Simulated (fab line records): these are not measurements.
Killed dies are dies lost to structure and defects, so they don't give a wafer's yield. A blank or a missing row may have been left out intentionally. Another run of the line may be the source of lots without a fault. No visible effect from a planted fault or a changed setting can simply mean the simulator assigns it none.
fab line records / flow sky130
record lots=12 wafers=36 last-day=50
route steps=708 shown FIELD_ISO@15 NWELL@56 VT_ADJUST_LVTN@106 LDD_LDN@296
lots untouched by any fault: they come from a run of this same line in which no faults occurred
start-h: the number of hours between the record's first day and the start of the first shown wafer of the lot / wait-h: how many hours have passed since the lot's step before this one / " unchanged from the row above / L1.1+2: a row that stands for several wafers / - no value, or no start given / * or withheld: withheld / < > ~ a bound
route shown NAME@n: names a module that has steps shown in the file, with the first one's number in the route / usual: mean/standard deviation taken from wafers without a fault / same: alike in all rows / chamber/n: place in a boat / sites: readings site by site / _std_site: standard deviation of those values / _edge_site: inner sites' mean taken away from outer sites' mean / radius-mm: for every site, how far away it sits from the centre of the wafer / mask NAME#n: copy n / behind: the tool/chamber that last shaped the wafer / hold: why the lot went on hold/how many hours it stayed there/how the hold came to an end / device: the transistor (n, p or np) that didn't switch / end of line: at the end of the route, the tests of the same wafers / for a step that has no rows: nothing shown but its recipe / killed: not the wafer's yield, but the dies lost to structure and defects at the first sort / map: the dies of a wafer, with x for killed, . for not killed, _ for no die there
set.NAME: setting as actually run; set.NAME@STEP: the setting as run at that earlier step / model.NAME: the simulator's own value behind a step, which no gauge read
steps of the route over a sample of lots; a table a step, a row a wafer
services: when a tool's chamber went out of use (start-h, in hours from the record's first day, below 0 if earlier), for how many hours, and the reason
## steps
# step SKY_FIELD_ISO_ETCH_14
# recipe chemistry=N2/H2 target=BARC ion-energy-ev=200 source-w=500 bias-w=100 pressure-mtorr=30 n2-flow-sccm=100 h2-flow-sccm=200 stop-on=SiO2 time-s=45.9 target-depth-a=600
# usual drypump-motor-current-A=5.8/0.5 oes-product-au=0.855/0.0049 throttle-valve-pct=13.223/0.0095
lot.wafer=L159.2 tool=rie-diel-01 chamber=0 start-h=29.50 wait-h=0.1 drypump-motor-current-A=5.7 oes-product-au=0.848 rf-hours-counter-h=1 throttle-valve-pct=13.214
lot.wafer=L159.3 tool=rie-diel-01 chamber=1 start-h=29.50 wait-h=0.1 drypump-motor-current-A=6.3 oes-product-au=0.852 rf-hours-counter-h=162 throttle-valve-pct=13.220
lot.wafer=L159.5 tool=rie-diel-01 chamber=2 start-h=29.50 wait-h=0.1 drypump-motor-current-A=6.2 oes-product-au=0.854 rf-hours-counter-h=- throttle-valve-pct=13.234
lot.wafer=L160.2 tool=rie-diel-04 chamber=1 start-h=34.90 wait-h=0.1 drypump-motor-current-A=5.5 oes-product-au=0.847 rf-hours-counter-h=12 throttle-valve-pct=13.243
lot.wafer=L160.3 tool=rie-diel-04 chamber=0 start-h=34.90 wait-h=0.1 drypump-motor-current-A=5.8 oes-product-au=0.850 rf-hours-counter-h=41 throttle-valve-pct=13.221
lot.wafer=L160.4 tool=rie-diel-04 chamber=2 start-h=34.90 wait-h=0.1 drypump-motor-current-A=6.7 oes-product-au=0.857 rf-hours-counter-h=88 throttle-valve-pct=13.243
lot.wafer=L161.1 tool=rie-diel-02 chamber=2 start-h=38.85 wait-h=0.1 drypump-motor-current-A=5.2 oes-product-au=0.847 rf-hours-counter-h=119 throttle-valve-pct=13.227
lot.wafer=L161.5 tool=rie-diel-02 chamber=0 start-h=38.85 wait-h=0.1 drypump-motor-current-A=5.6 oes-product-au=0.859 rf-hours-counter-h=- throttle-valve-pct=13.222
lot.wafer=L161.6 tool=rie-diel-02 chamber=3 start-h=38.85 wait-h=0.1 drypump-motor-current-A=5.3 oes-product-au=0.856 rf-hours-counter-h=- throttle-valve-pct=13.221
lot.wafer=L162.2 tool=rie-diel-04 chamber=1 start-h=44.85 wait-h=0.1 drypump-motor-current-A=5.5 oes-product-au=0.850 rf-hours-counter-h=12 throttle-valve-pct=13.235
lot.wafer=L162.5 tool=rie-diel-04 chamber=2 start-h=44.85 wait-h=0.1 drypump-motor-current-A=6.8 oes-product-au=0.853 rf-hours-counter-h=- throttle-valve-pct=13.233
lot.wafer=L162.6 tool=rie-diel-04 chamber=3 start-h=44.85 wait-h=0.1 drypump-motor-current-A=6.0 oes-product-au=0.849 rf-hours-counter-h=- throttle-valve-pct=13.224
lot.wafer=L172.2 tool=rie-diel-04 chamber=0 start-h=97.90 wait-h=0.1 drypump-motor-current-A=5.9 oes-product-au=0.859 rf-hours-counter-h=42 throttle-valve-pct=13.219
lot.wafer=L172.3 tool=rie-diel-04 chamber=1 start-h=97.90 wait-h=0.1 drypump-motor-current-A=5.5 oes-product-au=0.855 rf-hours-counter-h=14 throttle-valve-pct=13.239
lot.wafer=L172.5 tool=rie-diel-04 chamber=3 start-h=97.90 wait-h=0.1 drypump-motor-current-A=6.0 oes-product-au=0.852 rf-hours-counter-h=- throttle-valve-pct=13.220
lot.wafer=L173.1 tool=rie-diel-01 chamber=3 start-h=100.80 wait-h=0.1 drypump-motor-current-A=6.1 oes-product-au=0.851 rf-hours-counter-h=128 throttle-valve-pct=13.221
lot.wafer=L173.5 tool=rie-diel-01 chamber=2 start-h=100.80 wait-h=0.1 drypump-motor-current-A=6.2 oes-product-au=0.852 rf-hours-counter-h=- throttle-valve-pct=13.225
lot.wafer=L173.6 tool=rie-diel-01 chamber=3 start-h=100.80 wait-h=0.1 drypump-motor-current-A=6.1 oes-product-au=0.850 rf-hours-counter-h=- throttle-valve-pct=13.227
lot.wafer=L174.2 tool=rie-diel-01 chamber=2 start-h=106.56 wait-h=0.1 drypump-motor-current-A=6.3 oes-product-au=0.857 rf-hours-counter-h=101 throttle-valve-pct=13.232
lot.wafer=L174.4 tool=rie-diel-01 chamber=3 start-h=106.56 wait-h=0.1 drypump-motor-current-A=6.1 oes-product-au=0.867 rf-hours-counter-h=- throttle-valve-pct=13.222
lot.wafer=L174.5 tool=rie-diel-01 chamber=2 start-h=106.56 wait-h=0.1 drypump-motor-current-A=6.2 oes-product-au=0.862 rf-hours-counter-h=- throttle-valve-pct=13.214
lot.wafer=L175.4 tool=rie-diel-02 chamber=1 start-h=111.35 wait-h=0.0 drypump-motor-current-A=5.0 oes-product-au=0.863 rf-hours-counter-h=17 throttle-valve-pct=13.223
lot.wafer=L175.5 tool=rie-diel-02 chamber=3 start-h=111.35 wait-h=0.0 drypump-motor-current-A=5.3 oes-product-au=0.845 rf-hours-counter-h=- throttle-valve-pct=13.205
lot.wafer=L175.6 tool=rie-diel-02 chamber=0 start-h=111.35 wait-h=0.0 drypump-motor-current-A=5.6 oes-product-au=0.860 rf-hours-counter-h=- throttle-valve-pct=13.206
lot.wafer=L178.2 tool=rie-diel-02 chamber=1 start-h=128.40 wait-h=0.1 drypump-motor-current-A=5.0 oes-product-au=0.853 rf-hours-counter-h=17 throttle-valve-pct=13.233
lot.wafer=L178.3 tool=rie-diel-02 chamber=2 start-h=128.40 wait-h=0.1 drypump-motor-current-A=5.2 oes-product-au=0.847 rf-hours-counter-h=120 throttle-valve-pct=13.221
lot.wafer=L178.4 tool=rie-diel-02 chamber=0 start-h=128.40 wait-h=0.1 drypump-motor-current-A=5.6 oes-product-au=0.851 rf-hours-counter-h=7 throttle-valve-pct=13.224
lot.wafer=L179.1 tool=rie-diel-02 chamber=3 start-h=132.65 wait-h=0.1 drypump-motor-current-A=5.3 oes-product-au=0.852 rf-hours-counter-h=102 throttle-valve-pct=13.220
lot.wafer=L179.3 tool=rie-diel-02 chamber=1 start-h=132.65 wait-h=0.1 drypump-motor-current-A=4.9 oes-product-au=0.844 rf-hours-counter-h=17 throttle-valve-pct=13.223
lot.wafer=L179.6 tool=rie-diel-02 chamber=1 start-h=132.65 wait-h=0.1 drypump-motor-current-A=4.9 oes-product-au=0.853 rf-hours-counter-h=- throttle-valve-pct=13.220
lot.wafer=L181.1 tool=rie-diel-04 chamber=0 start-h=146.55 wait-h=0.1 drypump-motor-current-A=5.9 oes-product-au=0.856 rf-hours-counter-h=43 throttle-valve-pct=13.218
lot.wafer=L181.4 tool=rie-diel-04 chamber=2 start-h=146.55 wait-h=0.1 drypump-motor-current-A=6.8 oes-product-au=0.858 rf-hours-counter-h=90 throttle-valve-pct=13.221
lot.wafer=L181.5 tool=rie-diel-04 chamber=0 start-h=146.55 wait-h=0.1 drypump-motor-current-A=5.9 oes-product-au=0.853 rf-hours-counter-h=- throttle-valve-pct=13.228
lot.wafer=L182.1 tool=rie-diel-04 chamber=1 start-h=149.36 wait-h=0.1 drypump-motor-current-A=5.5 oes-product-au=0.856 rf-hours-counter-h=14 throttle-valve-pct=13.215
lot.wafer=L182.2 tool=rie-diel-04 chamber=3 start-h=149.36 wait-h=0.1 drypump-motor-current-A=6.0 oes-product-au=0.857 rf-hours-counter-h=81 throttle-valve-pct=13.221
lot.wafer=L182.5 tool=rie-diel-04 chamber=0 start-h=149.36 wait-h=0.1 drypump-motor-current-A=5.9 oes-product-au=0.856 rf-hours-counter-h=- throttle-valve-pct=13.211
# step SKY_NWELL_DEHYDRATE_03
# recipe temp-c=200 time-s=60
# usual exhaust-pa=45.0/0.93 heater-power-total-W=160.37/0.12 run-length-s=89.14/0.14
lot.wafer=L159.2 tool=litho-track-02 chamber=0 start-h=76.03 wait-h=7.4 exhaust-pa=44.9 heater-power-total-W=160.32 run-length-s=88.99
lot.wafer=L159.3 tool=litho-track-02 chamber=0 start-h=76.03 wait-h=7.4 exhaust-pa=45.3 heater-power-total-W=160.31 run-length-s=89.27
lot.wafer=L159.5 tool=litho-track-02 chamber=0 start-h=76.03 wait-h=7.4 exhaust-pa=46.0 heater-power-total-W=160.41 run-length-s=88.97
lot.wafer=L160.2 tool=litho-track-02 chamber=0 start-h=84.38 wait-h=7.9 exhaust-pa=45.1 heater-power-total-W=160.32 run-length-s=89.04
lot.wafer=L160.3 tool=litho-track-02 chamber=0 start-h=84.38 wait-h=7.9 exhaust-pa=46.3 heater-power-total-W=160.57 run-length-s=89.10
lot.wafer=L160.4 tool=litho-track-02 chamber=0 start-h=84.38 wait-h=7.9 exhaust-pa=45.0 heater-power-total-W=160.56 run-length-s=89.04
lot.wafer=L161.1 tool=litho-track-01 chamber=0 start-h=86.34 wait-h=8.1 exhaust-pa=45.4 heater-power-total-W=160.24 run-length-s=89.30
lot.wafer=L161.5 tool=litho-track-01 chamber=0 start-h=86.34 wait-h=8.1 exhaust-pa=44.6 heater-power-total-W=160.31 run-length-s=89.24
lot.wafer=L161.6 tool=litho-track-01 chamber=0 start-h=86.34 wait-h=8.1 exhaust-pa=45.7 heater-power-total-W=160.62 run-length-s=89.19
lot.wafer=L162.2 tool=litho-track-03 chamber=0 start-h=94.51 wait-h=8.2 exhaust-pa=45.5 heater-power-total-W=160.23 run-length-s=89.32
lot.wafer=L162.5 tool=litho-track-03 chamber=0 start-h=94.51 wait-h=8.2 exhaust-pa=46.7 heater-power-total-W=160.30 run-length-s=89.26
lot.wafer=L162.6 tool=litho-track-03 chamber=0 start-h=94.51 wait-h=8.2 exhaust-pa=46.4 heater-power-total-W=160.28 run-length-s=89.20
lot.wafer=L172.2 tool=litho-track-02 chamber=0 start-h=152.28 wait-h=9.8 exhaust-pa=45.7 heater-power-total-W=163.73 run-length-s=85.37
lot.wafer=L172.3 tool=litho-track-02 chamber=0 start-h=152.28 wait-h=9.8 exhaust-pa=44.7 heater-power-total-W=164.02 run-length-s=85.49
lot.wafer=L172.5 tool=litho-track-02 chamber=0 start-h=152.28 wait-h=9.8 exhaust-pa=45.4 heater-power-total-W=163.75 run-length-s=85.43
lot.wafer=L173.1 tool=litho-track-02 chamber=0 start-h=155.30 wait-h=9.7 exhaust-pa=44.2 heater-power-total-W=163.79 run-length-s=85.42
lot.wafer=L173.5 tool=litho-track-02 chamber=0 start-h=155.30 wait-h=9.7 exhaust-pa=45.2 heater-power-total-W=163.86 run-length-s=85.68
lot.wafer=L173.6 tool=litho-track-02 chamber=0 start-h=155.30 wait-h=9.7 exhaust-pa=42.3 heater-power-total-W=163.89 run-length-s=85.41
lot.wafer=L174.2 tool=litho-track-02 chamber=0 start-h=161.33 wait-h=9.5 exhaust-pa=43.9 heater-power-total-W=163.79 run-length-s=85.57
lot.wafer=L174.4 tool=litho-track-02 chamber=0 start-h=161.33 wait-h=9.5 exhaust-pa=45.3 heater-power-total-W=163.60 run-length-s=85.54
lot.wafer=L174.5 tool=litho-track-02 chamber=0 start-h=161.33 wait-h=9.5 exhaust-pa=46.8 heater-power-total-W=163.69 run-length-s=85.35
lot.wafer=L175.4 tool=litho-track-03 chamber=0 start-h=170.06 wait-h=9.2 exhaust-pa=43.3 heater-power-total-W=160.58 run-length-s=89.26
lot.wafer=L175.5 tool=litho-track-03 chamber=0 start-h=170.06 wait-h=9.2 exhaust-pa=45.0 heater-power-total-W=160.26 run-length-s=89.23
lot.wafer=L175.6 tool=litho-track-03 chamber=0 start-h=170.06 wait-h=9.2 exhaust-pa=45.9 heater-power-total-W=160.44 run-length-s=89.36
lot.wafer=L178.2 tool=litho-track-01 chamber=0 start-h=187.56 wait-h=9.6 exhaust-pa=45.4 heater-power-total-W=160.11 run-length-s=89.34
lot.wafer=L178.3 tool=litho-track-01 chamber=0 start-h=187.56 wait-h=9.6 exhaust-pa=46.5 heater-power-total-W=160.41 run-length-s=89.08
lot.wafer=L178.4 tool=litho-track-01 chamber=0 start-h=187.56 wait-h=9.6 exhaust-pa=45.8 heater-power-total-W=160.32 run-length-s=89.23
lot.wafer=L179.1 tool=litho-track-03 chamber=0 start-h=192.58 wait-h=9.4 exhaust-pa=45.3 heater-power-total-W=160.22 run-length-s=89.33
lot.wafer=L179.3 tool=litho-track-03 chamber=0 start-h=192.58 wait-h=9.4 exhaust-pa=45.2 heater-power-total-W=160.37 run-length-s=89.39
lot.wafer=L179.6 tool=litho-track-03 chamber=0 start-h=192.58 wait-h=9.4 exhaust-pa=45.3 heater-power-total-W=160.36 run-length-s=89.62
lot.wafer=L181.1 tool=litho-track-01 chamber=0 start-h=203.09 wait-h=9.7 exhaust-pa=45.3 heater-power-total-W=160.54 run-length-s=89.32
lot.wafer=L181.4 tool=litho-track-01 chamber=0 start-h=203.09 wait-h=9.7 exhaust-pa=45.3 heater-power-total-W=160.23 run-length-s=89.03
lot.wafer=L181.5 tool=litho-track-01 chamber=0 start-h=203.09 wait-h=9.7 exhaust-pa=45.4 heater-power-total-W=160.62 run-length-s=89.11
lot.wafer=L182.1 tool=litho-track-03 chamber=0 start-h=206.48 wait-h=9.4 exhaust-pa=45.8 heater-power-total-W=160.39 run-length-s=89.33
lot.wafer=L182.2 tool=litho-track-03 chamber=0 start-h=206.48 wait-h=9.4 exhaust-pa=45.7 heater-power-total-W=160.32 run-length-s=89.24
lot.wafer=L182.5 tool=litho-track-03 chamber=0 start-h=206.48 wait-h=9.4 exhaust-pa=45.7 heater-power-total-W=160.25 run-length-s=89.58
# step SKY_VT_ADJUST_LVTN_STRIP_09
# recipe chemistry=O2/N2 power-w=1400 pressure-mtorr=1500 platen-temp-c=withheld o2-flow-sccm=3000 n2-flow-sccm=300 overash-fraction=0.5
# usual drypump-motor-current-A=5.8/0.43 oes-product-au=0.722/0.0043 strip-time-to-endpoint-s=36.96/0.095
# same overash-fraction=0.5
lot.wafer=L159.2 tool=plasma-asher-02 chamber=1 start-h=141.06 wait-h=0.1 drypump-motor-current-A=6.2 oes-product-au=0.722 rf-hours-counter-h=2 strip-time-to-endpoint-s=37.13
lot.wafer=L159.3 tool=plasma-asher-02 chamber=0 start-h=141.06 wait-h=0.1 drypump-motor-current-A=5.0 oes-product-au=0.726 rf-hours-counter-h=- strip-time-to-endpoint-s=37.15
lot.wafer=L159.5 tool=plasma-asher-02 chamber=1 start-h=141.06 wait-h=0.1 drypump-motor-current-A=6.2 oes-product-au=0.722 rf-hours-counter-h=- strip-time-to-endpoint-s=37.09
lot.wafer=L160.2 tool=plasma-asher-01 chamber=0 start-h=149.29 wait-h=0.1 drypump-motor-current-A=5.4 oes-product-au=0.721 rf-hours-counter-h=45 strip-time-to-endpoint-s=36.82
lot.wafer=L160.3 tool=plasma-asher-01 chamber=0 start-h=149.29 wait-h=0.1 drypump-motor-current-A=5.4 oes-product-au=0.717 rf-hours-counter-h=- strip-time-to-endpoint-s=36.90
lot.wafer=L160.4 tool=plasma-asher-01 chamber=1 start-h=149.29 wait-h=0.1 drypump-motor-current-A=6.0 oes-product-au=0.717 rf-hours-counter-h=- strip-time-to-endpoint-s=36.83
lot.wafer=L161.1 tool=plasma-asher-04 chamber=1 start-h=152.97 wait-h=0.1 drypump-motor-current-A=6.2 oes-product-au=0.721 rf-hours-counter-h=47 strip-time-to-endpoint-s=36.96
lot.wafer=L161.5 tool=plasma-asher-04 chamber=0 start-h=152.97 wait-h=0.1 drypump-motor-current-A=6.3 oes-product-au=0.722 rf-hours-counter-h=- strip-time-to-endpoint-s=36.89
lot.wafer=L161.6 tool=plasma-asher-04 chamber=1 start-h=152.97 wait-h=0.1 drypump-motor-current-A=6.2 oes-product-au=0.720 rf-hours-counter-h=- strip-time-to-endpoint-s=36.92
lot.wafer=L162.2 tool=plasma-asher-04 chamber=1 start-h=162.01 wait-h=0.1 drypump-motor-current-A=6.2 oes-product-au=0.723 rf-hours-counter-h=48 strip-time-to-endpoint-s=36.82
lot.wafer=L162.5 tool=plasma-asher-04 chamber=1 start-h=162.01 wait-h=0.1 drypump-motor-current-A=6.2 oes-product-au=0.711 rf-hours-counter-h=- strip-time-to-endpoint-s=36.94
lot.wafer=L162.6 tool=plasma-asher-04 chamber=0 start-h=162.01 wait-h=0.1 drypump-motor-current-A=6.3 oes-product-au=0.718 rf-hours-counter-h=- strip-time-to-endpoint-s=36.86
lot.wafer=L172.2 tool=plasma-asher-02 chamber=0 start-h=228.14 wait-h=0.1 drypump-motor-current-A=5.0 oes-product-au=0.721 rf-hours-counter-h=9 strip-time-to-endpoint-s=37.07
lot.wafer=L172.3 tool=plasma-asher-02 chamber=1 start-h=228.14 wait-h=0.1 drypump-motor-current-A=6.2 oes-product-au=0.721 rf-hours-counter-h=- strip-time-to-endpoint-s=37.00
lot.wafer=L172.5 tool=plasma-asher-02 chamber=1 start-h=228.14 wait-h=0.1 drypump-motor-current-A=6.2 oes-product-au=0.724 rf-hours-counter-h=- strip-time-to-endpoint-s=36.93
lot.wafer=L173.1 tool=plasma-asher-02 chamber=1 start-h=230.61 wait-h=0.1 drypump-motor-current-A=6.2 oes-product-au=0.727 rf-hours-counter-h=9 strip-time-to-endpoint-s=36.92
lot.wafer=L173.5 tool=plasma-asher-02 chamber=0 start-h=230.61 wait-h=0.1 drypump-motor-current-A=5.0 oes-product-au=0.723 rf-hours-counter-h=- strip-time-to-endpoint-s=36.95
lot.wafer=L173.6 tool=plasma-asher-02 chamber=1 start-h=230.61 wait-h=0.1 drypump-motor-current-A=6.2 oes-product-au=0.722 rf-hours-counter-h=- strip-time-to-endpoint-s=36.83
lot.wafer=L174.2 tool=plasma-asher-04 chamber=1 start-h=238.84 wait-h=0.1 drypump-motor-current-A=6.2 oes-product-au=0.722 rf-hours-counter-h=56 strip-time-to-endpoint-s=37.09
lot.wafer=L174.4 tool=plasma-asher-04 chamber=1 start-h=238.84 wait-h=0.1 drypump-motor-current-A=6.2 oes-product-au=0.723 rf-hours-counter-h=- strip-time-to-endpoint-s=37.06
lot.wafer=L174.5 tool=plasma-asher-04 chamber=0 start-h=238.84 wait-h=0.1 drypump-motor-current-A=6.2 oes-product-au=0.720 rf-hours-counter-h=- strip-time-to-endpoint-s=37.01
lot.wafer=L175.4 tool=plasma-asher-02 chamber=0 start-h=247.82 wait-h=0.1 drypump-motor-current-A=5.0 oes-product-au=0.724 rf-hours-counter-h=- strip-time-to-endpoint-s=37.04
lot.wafer=L175.5 tool=plasma-asher-02 chamber=0 start-h=247.82 wait-h=0.1 drypump-motor-current-A=5.0 oes-product-au=0.723 rf-hours-counter-h=- strip-time-to-endpoint-s=36.93
lot.wafer=L175.6 tool=plasma-asher-02 chamber=1 start-h=247.82 wait-h=0.1 drypump-motor-current-A=6.2 oes-product-au=0.724 rf-hours-counter-h=- strip-time-to-endpoint-s=36.98
lot.wafer=L178.2 tool=plasma-asher-01 chamber=0 start-h=269.39 wait-h=0.1 drypump-motor-current-A=5.4 oes-product-au=0.718 rf-hours-counter-h=57 strip-time-to-endpoint-s=36.86
lot.wafer=L178.3 tool=plasma-asher-01 chamber=1 start-h=269.39 wait-h=0.1 drypump-motor-current-A=5.9 oes-product-au=0.730 rf-hours-counter-h=- strip-time-to-endpoint-s=36.95
lot.wafer=L178.4 tool=plasma-asher-01 chamber=0 start-h=269.39 wait-h=0.1 drypump-motor-current-A=5.4 oes-product-au=0.723 rf-hours-counter-h=- strip-time-to-endpoint-s=36.86
lot.wafer=L179.1 tool=plasma-asher-02 chamber=0 start-h=274.09 wait-h=0.1 drypump-motor-current-A=5.0 oes-product-au=0.717 rf-hours-counter-h=14 strip-time-to-endpoint-s=36.94
lot.wafer=L179.3 tool=plasma-asher-02 chamber=1 start-h=274.09 wait-h=0.1 drypump-motor-current-A=6.2 oes-product-au=0.725 rf-hours-counter-h=- strip-time-to-endpoint-s=37.14
lot.wafer=L179.6 tool=plasma-asher-02 chamber=1 start-h=274.09 wait-h=0.1 drypump-motor-current-A=6.2 oes-product-au=0.713 rf-hours-counter-h=- strip-time-to-endpoint-s=37.02
lot.wafer=L181.1 tool=plasma-asher-01 chamber=1 start-h=287.61 wait-h=0.1 drypump-motor-current-A=5.9 oes-product-au=0.720 rf-hours-counter-h=59 strip-time-to-endpoint-s=36.81
lot.wafer=L181.4 tool=plasma-asher-01 chamber=1 start-h=287.61 wait-h=0.1 drypump-motor-current-A=5.9 oes-product-au=0.727 rf-hours-counter-h=- strip-time-to-endpoint-s=36.92
lot.wafer=L181.5 tool=plasma-asher-01 chamber=1 start-h=287.61 wait-h=0.1 drypump-motor-current-A=5.9 oes-product-au=0.717 rf-hours-counter-h=- strip-time-to-endpoint-s=36.87
lot.wafer=L182.1 tool=plasma-asher-04 chamber=1 start-h=290.52 wait-h=0.1 drypump-motor-current-A=6.2 oes-product-au=0.722 rf-hours-counter-h=60 strip-time-to-endpoint-s=36.87
lot.wafer=L182.2 tool=plasma-asher-04 chamber=0 start-h=290.52 wait-h=0.1 drypump-motor-current-A=6.2 oes-product-au=0.723 rf-hours-counter-h=60 strip-time-to-endpoint-s=36.94
lot.wafer=L182.5 tool=plasma-asher-04 chamber=1 start-h=290.52 wait-h=0.1 drypump-motor-current-A=6.2 oes-product-au=0.722 rf-hours-counter-h=- strip-time-to-endpoint-s=36.97
# step SKY_LDD_LDN_OVL_MEAS_07
# usual LDD_LDN_OVL=0.5/1.2
lot.wafer=L159.2 tool=overlay-02 chamber=- start-h=519.34 wait-h=0.1 LDD_LDN_OVL[nm]=1.0
lot.wafer=L159.3 tool=overlay-02 chamber=- start-h=519.34 wait-h=0.1 LDD_LDN_OVL[nm]=-1.1
lot.wafer=L159.5 tool=overlay-02 chamber=- start-h=519.34 wait-h=0.1 LDD_LDN_OVL[nm]=1.8
lot.wafer=L160.2 tool=overlay-01 chamber=- start-h=535.41 wait-h=0.1 LDD_LDN_OVL[nm]=1.4
lot.wafer=L160.3 tool=overlay-01 chamber=- start-h=535.41 wait-h=0.1 LDD_LDN_OVL[nm]=0.8
lot.wafer=L160.4 tool=overlay-01 chamber=- start-h=535.41 wait-h=0.1 LDD_LDN_OVL[nm]=-0.6
lot.wafer=L161.1 tool=overlay-01 chamber=- start-h=540.69 wait-h=0.1 LDD_LDN_OVL[nm]=2.6
lot.wafer=L161.5 tool=overlay-01 chamber=- start-h=540.69 wait-h=0.1 LDD_LDN_OVL[nm]=3.1
lot.wafer=L161.6 tool=overlay-01 chamber=- start-h=540.69 wait-h=0.1 LDD_LDN_OVL[nm]=3.2
lot.wafer=L162.2 tool=overlay-01 chamber=- start-h=549.36 wait-h=0.1 LDD_LDN_OVL[nm]=2.4
lot.wafer=L162.5 tool=overlay-01 chamber=- start-h=549.36 wait-h=0.1 LDD_LDN_OVL[nm]=-0.2
lot.wafer=L162.6 tool=overlay-01 chamber=- start-h=549.36 wait-h=0.1 LDD_LDN_OVL[nm]=0.1
lot.wafer=L173.1 tool=overlay-02 chamber=- start-h=674.75 wait-h=0.1 LDD_LDN_OVL[nm]=1.4
lot.wafer=L173.5 tool=overlay-02 chamber=- start-h=674.75 wait-h=0.1 LDD_LDN_OVL[nm]=1.4
lot.wafer=L173.6 tool=overlay-02 chamber=- start-h=674.75 wait-h=0.1 LDD_LDN_OVL[nm]=4.2
lot.wafer=L172.2 tool=overlay-02 chamber=- start-h=676.51 wait-h=0.1 LDD_LDN_OVL[nm]=-0.4
lot.wafer=L172.3 tool=overlay-02 chamber=- start-h=676.51 wait-h=0.1 LDD_LDN_OVL[nm]=-0.9
lot.wafer=L172.5 tool=overlay-02 chamber=- start-h=676.51 wait-h=0.1 LDD_LDN_OVL[nm]=-0.6
lot.wafer=L175.4 tool=overlay-02 chamber=- start-h=677.72 wait-h=0.1 LDD_LDN_OVL[nm]=0.4
lot.wafer=L175.5 tool=overlay-02 chamber=- start-h=677.72 wait-h=0.1 LDD_LDN_OVL[nm]=-0.1
lot.wafer=L175.6 tool=overlay-02 chamber=- start-h=677.72 wait-h=0.1 LDD_LDN_OVL[nm]=0.9
lot.wafer=L174.2 tool=overlay-01 chamber=- start-h=677.73 wait-h=0.1 LDD_LDN_OVL[nm]=-1.3
lot.wafer=L174.4 tool=overlay-01 chamber=- start-h=677.73 wait-h=0.1 LDD_LDN_OVL[nm]=-0.3
lot.wafer=L174.5 tool=overlay-01 chamber=- start-h=677.73 wait-h=0.1 LDD_LDN_OVL[nm]=0.9
lot.wafer=L178.2 tool=overlay-01 chamber=- start-h=682.98 wait-h=0.1 LDD_LDN_OVL[nm]=1.2
lot.wafer=L178.3 tool=overlay-01 chamber=- start-h=682.98 wait-h=0.1 LDD_LDN_OVL[nm]=1.2
lot.wafer=L178.4 tool=overlay-01 chamber=- start-h=682.98 wait-h=0.1 LDD_LDN_OVL[nm]=0.3
lot.wafer=L179.1 tool=overlay-01 chamber=- start-h=697.30 wait-h=0.1 LDD_LDN_OVL[nm]=0.6
lot.wafer=L179.3 tool=overlay-01 chamber=- start-h=697.30 wait-h=0.1 LDD_LDN_OVL[nm]=0.6
lot.wafer=L179.6 tool=overlay-01 chamber=- start-h=697.30 wait-h=0.1 LDD_LDN_OVL[nm]=-0.2
lot.wafer=L181.1 tool=overlay-01 chamber=- start-h=727.49 wait-h=0.1 LDD_LDN_OVL[nm]=-0.5
lot.wafer=L181.4 tool=overlay-01 chamber=- start-h=727.49 wait-h=0.1 LDD_LDN_OVL[nm]=-0.2
lot.wafer=L181.5 tool=overlay-01 chamber=- start-h=727.49 wait-h=0.1 LDD_LDN_OVL[nm]=-1.1
lot.wafer=L182.1 tool=overlay-02 chamber=- start-h=728.89 wait-h=0.1 LDD_LDN_OVL[nm]=2.4
lot.wafer=L182.2 tool=overlay-02 chamber=- start-h=728.89 wait-h=0.1 LDD_LDN_OVL[nm]=1.6
lot.wafer=L182.5 tool=overlay-02 chamber=- start-h=728.89 wait-h=0.1 LDD_LDN_OVL[nm]=0.1
## services
tool=plasma-asher-02 chamber=- start-h=19.16 hours=2.8 kind=pm
tool=plasma-asher-01 chamber=- start-h=20.31 hours=3.9 kind=repair
tool=rie-diel-01 chamber=1 start-h=37.78 hours=13.6 kind=repair
tool=rie-diel-04 chamber=0 start-h=50.14 hours=12.4 kind=repair
tool=rie-diel-04 chamber=- start-h=51.22 hours=1.0 kind=repair
tool=litho-track-02 chamber=- start-h=52.45 hours=- kind=consumable-replace:filter
tool=plasma-asher-02 chamber=- start-h=66.84 hours=0.5 kind=repair
tool=plasma-asher-01 chamber=- start-h=89.21 hours=33.5 kind=repair
tool=plasma-asher-02 chamber=- start-h=108.75 hours=9.0 kind=pm
tool=plasma-asher-02 chamber=0 start-h=108.75 hours=9.0 kind=vent-cycle
tool=plasma-asher-02 chamber=1 start-h=108.75 hours=9.0 kind=vent-cycle
tool=plasma-asher-02 chamber=0 start-h=117.75 hours=- kind=clean
tool=plasma-asher-01 chamber=- start-h=153.73 hours=2.8 kind=pm
tool=rie-diel-01 chamber=1 start-h=173.32 hours=8.9 kind=repair
tool=plasma-asher-02 chamber=- start-h=174.68 hours=13.5 kind=repair
tool=rie-diel-01 chamber=- start-h=184.37 hours=2.2 kind=repair
tool=rie-diel-04 chamber=0 start-h=196.11 hours=1.2 kind=repair
tool=rie-diel-01 chamber=- start-h=229.96 hours=4.3 kind=pm
tool=rie-diel-01 chamber=1 start-h=238.24 hours=21.2 kind=repair
tool=plasma-asher-04 chamber=- start-h=263.98 hours=2.8 kind=pm
tool=plasma-asher-04 chamber=- start-h=269.14 hours=4.6 kind=repair
tool=rie-diel-01 chamber=2 start-h=271.89 hours=4.9 kind=repair
tool=rie-diel-01 chamber=- start-h=276.10 hours=0.6 kind=repair
tool=rie-diel-02 chamber=3 start-h=287.71 hours=93.4 kind=repair
## key
first-sign step=SKY_NWELL_DEHYDRATE_03 reading=heater-power-total-W direction=up sigmas=28 usual=* struck=*
effect step=SKY_NWELL_DEHYDRATE_03 reading=run-length-s direction=down sigmas=25 usual=* struck=*
met-at SKY_NWELL_DEHYDRATE_03
struck-lots L172,L173,L174
tester-left-out L172,L173,L174
not-acting-at SKY_FIELD_ISO_ETCH_14,SKY_VT_ADJUST_LVTN_STRIP_09,SKY_LDD_LDN_OVL_MEAS_07
onset-between 84.38 152.28
fault kind=process-parameter-drift tool=litho-track-02 chamber=- onset-h=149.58 steps=SKY_NWELL_DEHYDRATE_03 channel=time-s offset=* shape=step end-h=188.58 acts-in=* stated=*
# tester-left-out: of these lots the tester's yield and bins aren't shown, on N5 and GAA mostly nor the transistor test; their killed dies are dies lost to structure and defects alone, not to doping, threshold or leakage, so they don't give the yield
